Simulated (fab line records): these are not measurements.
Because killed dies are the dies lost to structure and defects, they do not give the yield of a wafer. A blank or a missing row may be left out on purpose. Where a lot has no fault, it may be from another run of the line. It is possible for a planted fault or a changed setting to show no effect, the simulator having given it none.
Split-lot study + flow sfq_line + 5 lots, 17 wafers read, on a route of 325 steps

ABOUT THE SPLIT
At SFQ_TRILAYER_M0_LITHO_COAT_021 (resist thk 600 nm), the setting spin_rpm was moved away from the recipe's 3000 rpm on 3 of the 17 wafers read, by -6.9% to +5.3%. All remaining wafers had this setting at the recipe value.

Reading taken at the split's own step.

THE READING
KrF_of_TRILAYER_M0_LITHO_COAT_021.thk_nm (the simulator's own value, which no gauge read), in nm, at SFQ_TRILAYER_M0_LITHO_COAT_021 (resist thk 600 nm). There is no usual value for it anywhere in the file. The 14 wafers here that ran the recipe average 599.7 nm, standard deviation 0.99 nm.

| wafer  | tool, chamber at the split | spin_rpm as run, rpm | against the recipe | KrF_of_TRILAYER_M0_LITHO_COAT_021.thk_nm, nm | against lot-mates on the recipe |
|--------|----------------------------|----------------------|--------------------|----------------------------------------------|---------------------------------|
| L074.2 | litho_track-02, 0          | 3000                 | recipe             | 598.8                                        | -                               |
| L074.3 | litho_track-02, 0          | 2792                 | -6.9%              | 621.5                                        | +22.7                           |
| L074.6 | litho_track-02, 0          | 2792                 | -6.9%              | 621                                          | +22.2                           |
| L076.2 | litho_track-04, 0          | 3000                 | recipe             | 599.3                                        | -                               |
| L076.3 | litho_track-04, 0          | 3000                 | recipe             | 599.5                                        | -                               |
| L076.4 | litho_track-04, 0          | 3000                 | recipe             | 599.2                                        | -                               |
| L076.5 | litho_track-04, 0          | 3000                 | recipe             | 598.5                                        | -                               |
| L076.6 | litho_track-04, 0          | 3000                 | recipe             | 600                                          | -                               |
| L080.2 | litho_track-02, 0          | 3000                 | recipe             | 600.5                                        | -                               |
| L080.3 | litho_track-02, 0          | 3000                 | recipe             | 602                                          | -                               |
| L080.6 | litho_track-02, 0          | 3000                 | recipe             | 601.1                                        | -                               |
| L083.1 | litho_track-02, 0          | 3160                 | +5.3%              | 583.7                                        | -15.1                           |
| L083.5 | litho_track-02, 0          | 3000                 | recipe             | 599.2                                        | -                               |
| L083.6 | litho_track-02, 0          | 3000                 | recipe             | 598.5                                        | -                               |
| L084.3 | litho_track-03, 0          | 3000                 | recipe             | 600.5                                        | -                               |
| L084.5 | litho_track-03, 0          | 3000                 | recipe             | 599.9                                        | -                               |
| L084.6 | litho_track-03, 0          | 3000                 | recipe             | 598.8                                        | -                               |

FIT RESULTS
A straight line over all 17 wafers: KrF_of_TRILAYER_M0_LITHO_COAT_021.thk_nm changes by -3.08 nm for each +1% of spin_rpm; r = -0.99; the points scatter about the line by 0.97 nm.
The same after taking each lot's own level away (the mean of its wafers on the recipe; 17 wafers): -3.14 nm for each +1%; r = -1.00; scatter 0.69 nm.
The reading moves by 22 nm for the largest change in spin_rpm, on that fit.
Across the lots, their own levels run from 598.80 to 601.20 nm, a range of 2.4 times the standard deviation given above.
So the lot-to-lot level changes the slope little: the two slopes agree.
Check: with one of the wafers moved furthest among these (-6.9%) left out of the fit, the line predicts +21.4 nm for it against its lot-mates. Against them it came out at +22.7 nm.

OTHER SPLITS APPLIED TO THESE WAFERS
Before the reading, these wafers also passed through other splits. Each is held against what the fit with the lots' levels taken away leaves over:
| other split on the same wafers              | wafers away from the commonest value | r with KrF_of_TRILAYER_M0_LITHO_COAT_021.thk_nm (lot level and that fit taken away) |
|---------------------------------------------|--------------------------------------|-------------------------------------------------------------------------------------|
| SFQ_TRILAYER_INCOMING_OXIDATION_002 temp_c  | 11                                   | -0.27                                                                               |
| SFQ_TRILAYER_L0_LITHO_COAT_005 spin_rpm     | 8                                    | -0.05                                                                               |
| SFQ_TRILAYER_L0_VIA_LITHO_COAT_018 spin_rpm | 5                                    | +0.09                                                                               |
| SFQ_TRILAYER_M0_DEP_SPUTTER_019 power_w     | 0                                    | -                                                                                   |

THE FILE'S OWN FIT
KrF_of_TRILAYER_M0_LITHO_COAT_021.thk_nm changes by -3.09 nm for each +1% of spin_rpm, r = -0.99.
